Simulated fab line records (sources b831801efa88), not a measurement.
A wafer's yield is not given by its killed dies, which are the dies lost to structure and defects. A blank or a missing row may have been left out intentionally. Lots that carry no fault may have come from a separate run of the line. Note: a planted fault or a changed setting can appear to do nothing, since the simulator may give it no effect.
Which tool was responsible? ; flow gf180mcu ; 42 wafers from 14 lots sampled at 4 of the route's 602 steps

== WHAT THE GAUGES SHOWED, per wafer ==
GF_POLY_GATE_CD_MEAS_18. Usual: cd nm at 280.2 nm, with a standard deviation of 2.1.
lot;measured;on;cd nm (nm);flag
L344;day 9 06:29;cd sem-01;278.5 284.1 282.1;
L346;day 9 18:26;cd sem-01;281.5 280.3 280.1;
L347;day 10 03:04;cd sem-02;277.2 279.8 279.1;
L348;day 10 07:55;cd sem-02;280.4 276.8 278.2;
L349;day 10 15:37;cd sem-02;278.1 278.7 277.7;
L350;day 11 03:32;cd sem-01;284.7 286.6 282.8;
L352;day 11 15:07;cd sem-01;279.8 275.5 277.7;
L353;day 11 23:51;cd sem-02;279.6 277.8 277.9;
L354;day 12 06:50;cd sem-02;278.7 279.6 280.8;
L355;day 12 07:02;cd sem-01;281.5 279.8 279.6;
L360;day 13 20:29;cd sem-02;277.3 280.3 277.9;
L362;day 15 01:49;cd sem-01;280.1 278.9 279.5;
L363;day 15 13:11;cd sem-01;281.0 281.8 281.0;
L367;day 16 10:10;cd sem-01;281.3 282.5 281.6;

GF_HV_LDD_CD_MEAS_07: target cd 400 nm. Usual: cd nm at 399.6 nm, with a standard deviation of 2.3.
lot;measured;on;cd nm (nm);flag
L344;day 10 02:25;cd sem-01;398.7 401.9 400.5;
L346;day 10 09:25;cd sem-01;400.9 400.2 400.1;
L347;day 10 21:11;cd sem-01;400.6 403.4 399.7;
L348;day 11 01:38;cd sem-02;396.1 397.3 397.0;
L349;day 11 09:28;cd sem-02;398.2 401.1 401.3;
L350;day 11 22:04;cd sem-02;401.2 399.8 400.9;
L352;day 12 09:38;cd sem-02;401.7 400.2 397.6;
L353;day 12 19:53;cd sem-02;401.3 401.2 396.9;
L354;day 13 02:01;cd sem-02;401.6 401.6 403.5;
L355;day 13 02:26;cd sem-01;400.5 400.0 399.8;
L360;day 14 17:13;cd sem-01;399.9 399.1 398.6;
L362;day 15 22:37;cd sem-02;398.6 398.6 399.3;
L363;day 16 11:25;cd sem-01;397.0 398.1 397.4;
L367;day 17 09:14;cd sem-02;398.6 395.0 395.6;

GF_HV_LDD_OVL_MEAS_47. Usual: for HV_LDD_03_OVL the level is -0.1 nm and the standard deviation is 1.4.
lot;measured;on;HV_LDD_03_OVL (nm);flag
L344;day 12 10:38;overlay-02;0.0 0.6 -0.3;
L346;day 12 19:32;overlay-01;-1.5 -0.9 -1.8;
L347;day 13 07:05;overlay-01;0.0 -1.8 0.4;
L348;day 13 12:27;overlay-02;1.5 -0.5 0.7;
L349;day 13 21:48;overlay-02;-0.6 -1.6 -1.3;
L350;day 14 10:53;overlay-01;-1.0 -2.2 -2.5;
L352;day 14 23:00;overlay-01;0.5 1.0 0.3;
L353;day 15 10:26;overlay-02;-1.4 1.5 0.1;
L354;day 15 17:50;overlay-01;-0.3 -0.5 -0.7;
L355;day 15 18:07;overlay-01;1.2 1.5 -0.1;
L360;day 17 14:08;overlay-01;1.4 -0.4 -0.5;
L362;day 18 20:53;overlay-01;1.8 -2.2 -0.6;
L363;day 19 10:14;overlay-01;-1.1 0.5 -2.4;
L367;day 20 09:29;overlay-01;-2.1 -0.1 -1.6;

== WHAT TOOL EACH LOT RAN ON (gives the tool, then ch and the chambers of the sampled wafers, and finally the start) ==
lot;GF_HV_LDD_DEVELOP_18
L344;litho track-01 ch 0, day 10 19:55
L346;litho track-03 ch 0, day 11 04:19
L347;litho track-02 ch 0, day 11 15:14
L348;litho track-01 ch 0, day 11 20:24
L349;litho track-02 ch 0, day 12 05:01
L350;litho track-02 ch 0, day 12 17:28
L352;litho track-01 ch 0, day 13 05:33
L353;litho track-02 ch 0, day 13 15:34
L354;litho track-02 ch 0, day 13 22:07
L355;litho track-01 ch 0, day 13 22:36
L360;litho track-02 ch 0, day 15 15:07
L362;litho track-03, day 16 21:10
L363;litho track-02, day 17 10:22
L367;litho track-01 ch 0, day 18 08:30
- GF_HV_LDD_DEVELOP_18: develop time 60 s.

== WHAT THE TOOLS THEMSELVES READ (means of the sampled wafers that have a number; where no wafer has one, the mark that the record gives instead) ==
GF_HV_LDD_DEVELOP_18. Usual: chill plate temp C 23.02 C, standard deviation 0.1; resist line temp C 23.00 C, standard deviation 0.097.
lot;tool;chill plate temp C (C);resist line temp C (C);flag
L344;litho track-01;23.04;22.99;
L346;litho track-03;23.08;23.00;
L347;litho track-02;23.18;23.08;
L348;litho track-01;23.03;23.02;
L349;litho track-02;23.06;22.96;
L350;litho track-02;22.95;22.97;
L352;litho track-01;23.03;22.93;
L353;litho track-02;23.10;22.86;
L354;litho track-02;22.89;22.89;
L355;litho track-01;23.07;22.95;
L360;litho track-02;23.11;23.01;
L362;litho track-03;-;-;OFF
L363;litho track-02;-;-;OFF
L367;litho track-01;23.01;23.01;

== THE ANSWER, worked out from the rows above alone ==
Rule: lot off if the mean of its wafers having a number is beyond 3 standard deviations from the usual mean. A lot without any number at a reading at which 4 lots or more have one is off too. All remaining lots with rows at the step are treated as sound. First the gauges in route order, then the tools' own readings, where a lot's mean is used as printed above. The first step at which some lot is off is used, and at that step the reading that is off furthest; a lot without a number counts as furthest.
Off: L362, L363 (GF_HV_LDD_DEVELOP_18, chill plate temp C). Without a number there: L362, L363.
A tool fits if, at that step or a process step before it, it ran every lot that is off, and no sound lot after the first of them. No candidate that was tried fits.

== WHAT THE SIMULATOR HAD PUT IN ==
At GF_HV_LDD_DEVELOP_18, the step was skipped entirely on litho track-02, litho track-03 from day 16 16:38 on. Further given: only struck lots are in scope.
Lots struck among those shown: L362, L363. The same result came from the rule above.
